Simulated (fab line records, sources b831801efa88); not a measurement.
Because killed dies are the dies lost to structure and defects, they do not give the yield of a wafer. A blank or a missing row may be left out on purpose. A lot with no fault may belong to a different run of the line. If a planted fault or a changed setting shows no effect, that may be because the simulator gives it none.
Struck lot and sound lot, side by side :: flow sky130 :: 18 out of 708 route steps
Sound: wafers L319.4, L319.5, L319.6. Wafers L322.1, L322.3, L322.6 were the ones struck. The cause comes at the end.
For every step that has rows: the tool of each side, followed by ch and its chambers, followed by its first start. Under that, the readings that differ: sound wafers :: struck wafers :: difference of the means :: sigmas: that difference in standard deviations of wafers without a fault.
alike: same words and numbers on both sides, and readings whose means sit less than 2 such deviations apart. not compared: any withheld reading, any reading some wafer has no value for, any bound like >300 that may hide the same value, and any number with overlapping values for which the record gives no deviation.
The two part at a step that has a row with sigmas, a row that says differs or no value, or rows on one side only. Numbers that have no deviation but don't overlap get no sigmas and don't part them. A reading missing from all wafers of one side parts the sides only when that side holds two or more wafers.

SKY_LDD_HVP_STRIP_09: strips in O2/N2.
  sound on plasma_asher-03 ch 0,1, day 25 11:22; struck on plasma_asher-03 ch 0,1, day 27 03:53
reading: strip_time_to_endpoint_s (s)
sound: 4.129 4.132 4.111
struck: 4.160 4.155 4.145
difference: +0.029
sigmas: +2
  alike: drypump_motor_current_A, oes_product_au
  not compared: rf_hours_counter_h
SKY_LDD_HVP_TW_MEAS_10:
  sound: film_metro-03 at day 25 11:28; struck: film_metro-03 at day 27 03:59
  alike: LDD_HVP_TW
then, 7 steps without rows for these wafers: SKY_LDD_LDN_DEHYDRATE_00 (time 60 s); SKY_LDD_LDN_HMDS_01 (prime time 60 s); SKY_LDD_LDN_COAT_02 (resist thk 1140 nm); SKY_LDD_LDN_SOFTBAKE_03 (time 60 s); SKY_LDD_LDN_EXPOSE_04 (exposes mask LDNTM, target cd 700 nm); SKY_LDD_LDN_PEB_05; SKY_LDD_LDN_DEVELOP_06 (develop time 60 s).
SKY_LDD_LDN_OVL_MEAS_07:
  sound: overlay-01 at day 26 15:35; struck: overlay-01 at day 28 07:59
  alike: LDD_LDN_OVL
then, 2 steps without rows for these wafers: SKY_LDD_LDN_IMPLANT_08; SKY_LDD_LDN_IMPLANT_09.
SKY_LDD_LDN_IMPLANT_10:
  sound on implanter-01 ch 0, day 26 15:58; struck on implanter-04 ch 0, day 28 08:20
reading: dose_ions_cm2
sound: 1.2494e+13 1.2507e+13 1.2495e+13
struck: 1.8962e+13 1.8981e+13 1.898e+13
difference: +6.4757e+12
sigmas: +99 or more

reading: faraday_current_uA
sound: 71.6 70.5 72.8
struck: 104.9 105.0 104.3
difference: +33.1
sigmas: +22
  alike: rotation_deg
after that, 1 step had no rows for these wafers: SKY_LDD_LDN_IMPLANT_11.
SKY_LDD_LDN_STRIP_12: strips in O2/N2.
  sound on plasma_asher-01 ch 0,1, day 26 16:14; struck on plasma_asher-01 ch 0,1, day 28 08:38
  alike: drypump_motor_current_A, oes_product_au, strip_time_to_endpoint_s
  not compared: rf_hours_counter_h
SKY_LDD_LDN_TW_MEAS_13:
  sound: film_metro-03 at day 26 16:20; struck: film_metro-03 at day 28 08:44
reading: LDD_LDN_TW
sound: 1471 1471 1471
struck: 1527 1537 1535
difference: +62
sigmas: +4
then, 1 step without rows for these wafers: SKY_LDD_LDN_CLEAN_14 (cleans in SC1/SC2, time 150 s).
-- here the record skips 21 days between the struck wafers' starts before and after, leaving off in module LDD_LDN and picking up in module PAD_OPEN (first step shown: number 708 of the route) --
SKY_PAD_OPEN_PROBE_99:
  sound: prober-02 at day 48 06:34; struck: prober-02 at day 49 11:42
reading: killed_at_contacts
sound: 22 25 34
struck: 11 17 18
difference: -12
sigmas: -2

reading: model.etest.tip_sonos.rs_ohm_sq
sound: 2740 2695 2712
struck: 2510 2459 2456
difference: -241
sigmas: 
  alike: killed_at_M0_to_M3, killed_at_M4_up, killed_at_front_end, killed_at_other, killed_dies, killed_open, killed_short

WHERE THEY PART
First at SKY_LDD_HVP_STRIP_09; last, within this record, at SKY_PAD_OPEN_PROBE_99.

WHY: whatever the simulator had introduced
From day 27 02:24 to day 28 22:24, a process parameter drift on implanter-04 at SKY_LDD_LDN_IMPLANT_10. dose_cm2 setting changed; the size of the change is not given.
